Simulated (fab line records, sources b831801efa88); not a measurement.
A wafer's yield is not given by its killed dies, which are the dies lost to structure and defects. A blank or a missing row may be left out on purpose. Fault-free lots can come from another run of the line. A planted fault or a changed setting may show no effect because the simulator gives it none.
A lot that was struck, set against a sound lot | flow sky130 | 30 steps out of a route of 708
Sound: wafers L219.4, L219.5, L219.6. Wafers L227.2, L227.3, L227.6 were the ones struck. The cause is named last.
At each step with rows: each side's tool, then ch and its chambers, then its first start. Under that, the readings that differ: sound wafers | struck wafers | difference of the means | sigmas: that difference in standard deviations of wafers without a fault.
alike: readings with means less than 2 such deviations apart, plus words and numbers identical on both sides. not compared: withheld readings, readings lacking a value on some wafer, bounds such as >300 that could conceal the same value, and numbers that have no deviation in the record and whose values overlap.
Wherever a step has rows on one side only, a row that says differs or no value, or a row with sigmas, the two part there. Non-overlapping numbers with no deviation appear without sigmas and do not part them. Lack of a reading on every wafer of one side parts them only where that side has two or more wafers.

first, 1 step without rows for these wafers: SKY_FIELD_ISO_ANNEAL_26 (time 1800 s).
SKY_FIELD_ISO_CMP_27: polishes, stops on Si3N4, t overpolish 16 s, target thk 457.8 nm.
  sound on cmp-01 ch 1,2, day 3 01:30; struck on cmp-01 ch 0,1,3, day 4 23:03
  alike: motorCurrentA, overpolishRunS, timeToEndpointS
then, 5 steps without rows for these wafers: SKY_FIELD_ISO_WET_ETCH_28 (etches SiO2 in dHF, target depth 23.7 nm, time 47 s); SKY_FIELD_ISO_WET_ETCH_29 (etches Si3N4 in H3PO4, target depth 160 nm, time 1825 s); SKY_FIELD_ISO_WET_ETCH_30 (etches SiO2 in dHF, target depth 25 nm, time 50 s); SKY_NWELL_CLEAN_00 (cleans in SC1/SC2, time 150 s); SKY_NWELL_OXIDATION_01 (stabilise 600 s, purge 300 s, target thk 10 nm).
SKY_NWELL_THK_MEAS_02:
  struck on filmMetro-02, day 5 02:53; sound on filmMetro-01, day 3 06:28
  alike: NWELL_OXIDATION_THK
then, 4 steps without rows for these wafers: SKY_DNWELL_DEHYDRATE_00 (time 60 s); SKY_DNWELL_HMDS_01 (prime time 60 s); SKY_DNWELL_COAT_02 (resist thk 3000 nm); SKY_DNWELL_SOFTBAKE_03.
SKY_DNWELL_EXPOSE_04: exposes mask DNM, target cd 3000 nm.
  sound on ilineStepper-01 ch 0, day 3 14:10; struck on ilineStepper-01 ch 0, day 5 12:02
reading | sound             | struck                  | difference | sigmas
mask    | DNM#0 DNM#0 DNM#0 | PWDEM#0 PWDEM#0 PWDEM#0 | differs    | 
  alike: exposureDoseMJCm2
then, 3 steps without rows for these wafers: SKY_DNWELL_PEB_05; SKY_DNWELL_DEVELOP_06 (develop time 60 s); SKY_DNWELL_IMPLANT_07.
SKY_DNWELL_STRIP_08: strips in O2/N2.
  sound on plasmaAsher-03 ch 0,1, day 3 22:10; struck on plasmaAsher-04 ch 0,1, day 5 20:34
  alike: drypumpMotorCurrentA, oesProductAu, stripTimeToEndpointS
  not compared: rfHoursCounterH
SKY_DNWELL_TW_MEAS_09:
  struck on filmMetro-01, day 5 20:40; sound on filmMetro-01, day 3 22:16
reading   | sound          | struck   | difference | sigmas
DNWELL_TW | 1103 1096 1097 | 30 30 30 | -1069      | -82
then, 7 steps without rows for these wafers: SKY_PWDE_DEHYDRATE_00 (time 60 s); SKY_PWDE_HMDS_01 (prime time 60 s); SKY_PWDE_COAT_02 (resist thk 3000 nm); SKY_PWDE_SOFTBAKE_03; SKY_PWDE_EXPOSE_04 (exposes mask PWDEM, target cd 840 nm); SKY_PWDE_PEB_05; SKY_PWDE_DEVELOP_06 (develop time 60 s).
SKY_PWDE_OVL_MEAS_07:
  struck on overlay-01, day 6 15:01; sound on overlay-01, day 4 15:08
  alike: PWDE_OVL
then, 1 step without rows for these wafers: SKY_PWDE_IMPLANT_08.
SKY_PWDE_STRIP_09: strips in O2/N2.
  sound on plasmaAsher-03 ch 0,1, day 4 15:20; struck on plasmaAsher-01 ch 0,1, day 6 15:12
  alike: drypumpMotorCurrentA, oesProductAu, stripTimeToEndpointS
  not compared: rfHoursCounterH
SKY_PWDE_TW_MEAS_10:
  struck on filmMetro-01, day 6 15:19; sound on filmMetro-04, day 4 15:26
reading | sound       | struck         | difference | sigmas
PWDE_TW | 375 376 378 | 1112 1106 1120 | +736       | +99 or more
then, 1 step without rows for these wafers: SKY_NWELL_DEHYDRATE_03 (time 60 s).

WHERE THEY PART
At SKY_DNWELL_EXPOSE_04 first; at SKY_PWDE_TW_MEAS_10 last (within this record only).

WHY: what had been put in by the simulator
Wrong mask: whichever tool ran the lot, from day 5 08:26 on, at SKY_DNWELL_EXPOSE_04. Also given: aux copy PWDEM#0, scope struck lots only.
